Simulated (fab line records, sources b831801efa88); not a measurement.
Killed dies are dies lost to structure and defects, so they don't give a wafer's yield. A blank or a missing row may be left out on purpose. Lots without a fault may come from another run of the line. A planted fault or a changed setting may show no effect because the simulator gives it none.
Chamber matching | flow gf180mcu | GF_PASSIVATION_CVD_00 on pecvd-04: 3 sister chambers
The step deposits SiO2 from TEOS, target thk 1000 nm, time 111.95 s. 6 wafers are shown with their chamber, then 10 later ones without.

WAFERS WITH THEIR CHAMBER
wafer  | chamber | heater_power_w (W)
L087.5 | 0       | 461
L090.1 | 0       | 513
L090.2 | 1       | 544
L090.3 | 2       | 563
L090.4 | 2       | 585
L090.5 | 1       | 596

WAFERS WITHOUT THEIR CHAMBER
wafer  | heater_power_w (W)
L090.6 | 557
L093.4 | 636
L093.5 | 456
L093.6 | 533
L095.1 | 510
L095.3 | 454
L095.6 | 574
L097.1 | 616
L097.3 | 657
L097.4 | 452

WHICH CHAMBER EACH WENT THROUGH
wafer  | from the rows above          | in truth
L090.6 | can't be placed: 1 or 2 or 0 | 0
L093.4 | can't be placed: 2 or 1      | 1
L093.5 | 0                            | 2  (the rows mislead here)
L093.6 | can't be placed: 1 or 2 or 0 | 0
L095.1 | can't be placed: 0 or 1 or 2 | 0
L095.3 | 0                            | 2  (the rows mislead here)
L095.6 | can't be placed: 2 or 1      | 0
L097.1 | can't be placed: 2 or 1      | 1
L097.3 | can't be placed: 2 or 1      | 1
L097.4 | 0                            | 0
Placed correctly: 1 of 10. Can't be placed from these rows: 7 (the true chamber is among the candidates in 6). Placed wrongly: 2.
How it was worked out, from the rows above alone: a wafer's distance from a chamber is the root of the sum, over the readings, of the square of ((its reading less the chamber's mean) divided by the reading's scatter). The wafer belongs to the nearest chamber; if the next one is less than 2 further off, it can't be placed. A chamber's mean is the mean of its shown wafers. The scatter: the root of (the sum of the squares of (reading less its chamber's mean) over the shown wafers, divided by (wafers less chambers)).
